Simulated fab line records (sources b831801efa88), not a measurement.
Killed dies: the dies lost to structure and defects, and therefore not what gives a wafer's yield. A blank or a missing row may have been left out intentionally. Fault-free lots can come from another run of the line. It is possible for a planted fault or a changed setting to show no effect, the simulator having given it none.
A lot that was struck, set against a sound lot || flow gf180mcu || 43 steps out of a route of 602
Sound: wafers L314.3, L314.5, L314.6. Wafers L326.1, L326.3, L326.4 were the ones struck. The cause is given at the end.
Each step with rows lists, per side, the tool, then ch with its chambers, then its first start. Under that, the readings that differ: sound wafers || struck wafers || difference of the means || sigmas: that difference in standard deviations of wafers without a fault.
alike: same words and numbers on both sides, and readings whose means sit less than 2 such deviations apart. not compared: any withheld reading, any reading some wafer has no value for, any bound like >300 that may hide the same value, and any number with overlapping values for which the record gives no deviation.
A row with sigmas, a row that says differs or no value, or rows on one side alone: a step with any of these is where the two part. Numbers that have no deviation but don't overlap get no sigmas and don't part them. A reading that every wafer of one side lacks parts them only if that side has two wafers or more.

first, 1 step without rows for these wafers: GF_SALICIDE_WET_ETCH_01 (etches SiO2 in dHF, target depth 5 nm, time 100 s).
GF_SALICIDE_SPUTTER_02: material Co, target thk 10 nm, time 20 s.
  sound on pvdSputter-03 at day 16 19:32; struck on pvdSputter-03 at day 20 20:23
  alike: throttleValvePct
GF_SALICIDE_SPUTTER_03: material TiN, target thk 20 nm, time 16.7 s.
  sound on pvdSputter-03 at day 16 19:34; struck on pvdSputter-03 at day 20 20:25
  alike: throttleValvePct
GF_SALICIDE_RS_MEAS_04: measurement is done with a four-point probe.
  sound on filmMetro-01 at day 16 19:38; struck on filmMetro-03 at day 20 20:26
{"reading": "SALICIDE_TIN_RS (ohm/sq)", "sound": "15.9 15.9 16.0", "struck": "16.8 16.7 16.7", "difference": "+0.8", "sigmas": "+3"}
GF_SALICIDE_THK_MEAS_05: measures by xrf.
  sound on filmMetro-01 at day 16 19:44; struck on filmMetro-03 at day 20 20:33
  alike: SALICIDE_TIN_THK
then, 2 steps without rows for these wafers: GF_SALICIDE_RTA_06 (time 30 s); GF_SALICIDE_WET_ETCH_07 (etches the open film in SPM, target depth 120 nm).
GF_SALICIDE_RTA_08: time 30 s.
  sound on rtpAnneal-02 ch 0, day 16 20:00; struck on rtpAnneal-01 ch 0, day 20 20:48
{"reading": "lampPowerPct (%)", "sound": "17.8 17.8 17.8", "struck": "15.8 15.8 15.8", "difference": -2.0, "sigmas": -2}
  alike: wafer_temp_C_max
then, 1 step without rows for these wafers: GF_CONTACT_CVD_00 (deposits SiO2, target thk 300 nm, time 50 s).
GF_CONTACT_THK_MEAS_01:
  sound on filmMetro-02 at day 16 20:08; struck on filmMetro-04 at day 20 20:57
  alike: CONTACT_CVD_00_THK
then, 1 step without rows for these wafers: GF_CONTACT_CVD_02 (deposits SiO2 from TEOS, target thk 860 nm, time 95.992 s).
GF_CONTACT_THK_MEAS_03:
  sound on filmMetro-01 at day 16 20:16; struck on filmMetro-01 at day 20 21:05
  alike: CONTACT_CVD_02_THK
GF_CONTACT_CMP_04: polishes SiO2.
  sound on cmp-01 ch 2,3, day 16 20:18; struck on cmp-02 ch 0,1,2, day 20 21:08
  alike: motorCurrentA, platenRpm, retainingRingPressureFrac, timeToEndpointS
GF_CONTACT_BOW_MEAS_05:
  sound on filmMetro-02 at day 16 20:38; struck on filmMetro-04 at day 20 21:26
  alike: CONTACT_BOW
then, 8 steps without rows for these wafers: GF_CONTACT_DEHYDRATE_06 (time 60 s); GF_CONTACT_HMDS_07 (prime time 60 s); GF_CONTACT_COAT_08; GF_CONTACT_COAT_09 (resist thk 1000 nm); GF_CONTACT_SOFTBAKE_10 (time 60 s); GF_CONTACT_EXPOSE_11 (exposes mask Contact, target cd 220 nm); GF_CONTACT_PEB_12 (peb time 90 s); GF_CONTACT_DEVELOP_13 (develop time 60 s).
GF_CONTACT_CD_MEAS_14: target cd 220 nm.
  sound on cdSem-01 at day 17 19:19; struck on cdSem-01 at day 21 20:28
  alike: cdNm
GF_CONTACT_OVL_MEAS_15:
  sound on overlay-02 at day 17 19:25; struck on overlay-02 at day 21 20:35
  alike: CONTACT_OVL
then, 1 step without rows for these wafers: GF_CONTACT_ETCH_16 (etches BARC in N2/H2).
GF_CONTACT_ETCH_17: etches SiO2 in C4F8/O2/Ar, stops on CoSi2, target depth 860 nm.
  sound on rieDiel-01 ch 0,2,3; struck on rieDiel-01 ch 0,1
  alike: oesProductAu
GF_CONTACT_STRIP_18: strips in O2/N2.
  sound on plasmaAsher-03 ch 0,1, day 17 19:38; struck on plasmaAsher-02 ch 0,1, day 21 20:47
{"reading": "n2FlowSccm (sccm)", "sound": "299.1 298.3 298.5", "struck": "300.8 299.9 302.7", "difference": "+2.5", "sigmas": "+2"}
  alike: drypumpMotorCurrentA, heaterPowerW, oesProductAu, platenTempC
  not compared: rfHoursCounterH
then, 6 steps without rows for these wafers: GF_CONTACT_CLEAN_19 (cleans in SPM); GF_CONTACT_CLEAN_20 (cleans in DIW); GF_CONTACT_CLEAN_21 (cleans in dHF, time 20 s); GF_CONTACT_SPUTTER_22 (material Ti, target thk 15 nm, time 80.02 s); GF_CONTACT_SPUTTER_23 (material TiN, target thk 10 nm, time 40 s); GF_CONTACT_CVD_24 (deposits W, target thk 300 nm, time 90.339 s).
GF_CONTACT_RS_MEAS_25: measurement is done with a four-point probe.
  sound on filmMetro-04 at day 17 20:09; struck on filmMetro-01 at day 21 21:17
  alike: CONTACT_W_RS
GF_CONTACT_THK_MEAS_26: measures by xrf.
  sound on filmMetro-04 at day 17 20:15; struck on filmMetro-01 at day 21 21:25
  alike: CONTACT_W_THK
then, 6 steps without rows for these wafers: GF_CONTACT_CMP_27 (polishes, stops on SiO2, t overpolish 15 s, target thk 0 nm); GF_M1_SPUTTER_00 (material Ti, target thk 37.5 nm, time 150 s); GF_M1_SPUTTER_01 (material TiN, target thk 30 nm, time 25 s); GF_M1_SPUTTER_02 (material AlCu, target thk 450 nm, time 23.9 s); GF_M1_SPUTTER_03 (material Ti, target thk 10 nm, time 6.7 s); GF_M1_SPUTTER_04 (material TiN, target thk 50 nm, time 41.7 s).
GF_M1_RS_MEAS_05: measurement is done with a four-point probe.
  sound on filmMetro-02 at day 17 20:51; struck on filmMetro-02 at day 21 22:00
  alike: M1_ALCU_RS
-- the record jumps here: 12 days lie between the struck wafers' starts before and after (it left off in module M1 and takes up again in module PASSIVATION, whose first step shown is number 602 of the route) --
GF_PASSIVATION_PROBE_99:
  rows exist in the record for the struck wafers here (prober-02, day 33 10:01), but not for the sound ones

== WHERE THEY PART ==
Earliest at GF_SALICIDE_RS_MEAS_04; latest, in this record, at GF_PASSIVATION_PROBE_99.

WHY: the cause the simulator had injected
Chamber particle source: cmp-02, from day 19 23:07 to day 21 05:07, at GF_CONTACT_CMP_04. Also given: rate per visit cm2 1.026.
